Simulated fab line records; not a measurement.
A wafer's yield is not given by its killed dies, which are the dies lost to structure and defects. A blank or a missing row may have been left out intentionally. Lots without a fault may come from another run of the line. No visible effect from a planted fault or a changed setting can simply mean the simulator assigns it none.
The tool behind it: which one?	flow gf180mcu	6 lots, 18 wafers sampled, at 4 steps of a route of 602

## WHAT THE GAUGES READ, wafer by wafer
GF_PSD_RS_MEAS_14: measurement is done with a four-point probe.
lot	measured	on	NSD_RS (ohm/sq)
L422	day 14 18:30	film metro-01	46.25 46.22 46.29
L426	day 16 09:08	film metro-01	46.22 46.28 46.23
L429	day 17 10:46	film metro-01	46.12 46.35 46.16
L436	day 19 19:16	film metro-04	47.61 47.73 47.71
L438	day 20 11:05	film metro-04	46.24 46.19 46.23
L443	day 22 11:10	film metro-01	46.20 46.28 46.30

## WHICH TOOL RAN EACH LOT (tool, then ch and the chambers of the sampled wafers, then the start)
lot	GF_POLY_GATE_STRIP_14	GF_NSD_IMPLANT_10	GF_NSD_STRIP_11
L422	plasma asher-02 ch 0,1, day 9 16:31	implanter-02 ch 0, day 13 20:24	plasma asher-03 ch 0,1, day 13 20:33
L426	plasma asher-02 ch 0,1, day 11 00:35	implanter-04 ch 0, day 15 11:40	plasma asher-02 ch 0, day 15 11:49
L429	plasma asher-01 ch 0,1, day 11 23:47	implanter-01 ch 0, day 16 12:10	plasma asher-02 ch 0, day 16 12:17
L436	plasma asher-02 ch 0,1, day 13 22:22	implanter-04 ch 0, day 18 18:22	plasma asher-03 ch 0,1, day 18 18:31
L438	plasma asher-01 ch 0,1, day 14 13:56	implanter-01 ch 0, day 19 10:11	plasma asher-03 ch 0,1, day 19 10:20
L443	plasma asher-01 ch 0,1, day 16 01:05	implanter-01 ch 0, day 21 10:13	plasma asher-04 ch 0,1, day 21 10:20
- GF_POLY_GATE_STRIP_14: strips in O2/N2.
- GF_NSD_IMPLANT_10
- GF_NSD_STRIP_11: strips in O2/N2.

## THE ANSWER, worked out from the rows above alone
Rule: usual is defined by the lots themselves. The widest of any qualifying gaps counts: lots, ordered by their means at a reading, are off when they make up no more than a third of the lots, leave a main group of 4 or more, and stand apart from it by 3 or more times the standard deviation of that group's means. If all means in a main group match to the digits the tables above print for the reading, that group is not used. Also off: a lot with no number at a reading for which 4 or more lots have one. The other lots that the step has rows for count as sound.
Off: at GF_PSD_RS_MEAS_14 (NSD_RS), L436. The main group has a mean of 46.24 ohm/sq with a standard deviation of 0.019.
A tool fits if, at a process step before that reading, it ran every lot that is off, and no sound lot after the first of them. Those tools and the gauges at GF_PSD_RS_MEAS_14 are tried in the same way. Can't be told from this: 2 tools fit, plasma asher-02 at GF_POLY_GATE_STRIP_14, implanter-04 at GF_NSD_IMPLANT_10.

## WHAT WAS PUT IN BY THE SIMULATOR
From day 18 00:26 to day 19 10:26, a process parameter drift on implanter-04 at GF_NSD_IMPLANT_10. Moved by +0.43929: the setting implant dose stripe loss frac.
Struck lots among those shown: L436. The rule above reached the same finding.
